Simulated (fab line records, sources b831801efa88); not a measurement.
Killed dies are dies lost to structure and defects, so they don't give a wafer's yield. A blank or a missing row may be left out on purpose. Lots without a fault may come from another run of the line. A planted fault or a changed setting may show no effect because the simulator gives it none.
Chamber matching | flow sky130 | SKY_SPACER_ETCHBACK_02 on rie_diel-04: 4 sister chambers
The step etches Si3N4 in CH3F/O2, stops on SiO2, time 46.7 s, target depth 45 nm. 4 wafers are shown with their chamber, then 7 later ones without.

WAFERS WITH THEIR CHAMBER
wafer  | chamber | O2_flow_sccm (sccm)
L920.1 | 1       | 29.97
L925.3 | 3       | 30.02
L927.3 | 0       | 30.05
L927.4 | 2       | 29.87

WAFERS WITHOUT THEIR CHAMBER
wafer  | O2_flow_sccm (sccm)
L927.6 | 30.15
L928.2 | 30.00
L928.3 | 30.07
L928.4 | 29.78
L933.2 | 29.96
L933.4 | 30.06
L933.5 | 30.14

WHICH CHAMBER EACH WENT THROUGH
wafer  | from the rows above               | in truth
L927.6 | can't be placed: 0 or 3 or 1      | 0
L928.2 | can't be placed: 3 or 1 or 0 or 2 | 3
L928.3 | can't be placed: 0 or 3 or 1      | 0
L928.4 | can't be placed: 2 or 1           | 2
L933.2 | can't be placed: 1 or 3 or 0 or 2 | 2
L933.4 | can't be placed: 0 or 3 or 1      | 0
L933.5 | can't be placed: 0 or 3 or 1      | 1
Placed correctly: 0 of 7. Can't be placed from these rows: 7 (the true chamber is among the candidates in 7). Placed wrongly: 0.
How it was worked out, from the rows above alone: a wafer's distance from a chamber is the root of the sum, over the readings, of the square of ((its reading less the chamber's mean) divided by the reading's scatter). The wafer belongs to the nearest chamber; if the next one is less than 2 further off, it can't be placed. A chamber's mean is the mean of its shown wafers. The scatter: with one shown wafer a chamber, the root of the mean of the squares of how far each hidden wafer lies from its nearest shown one.
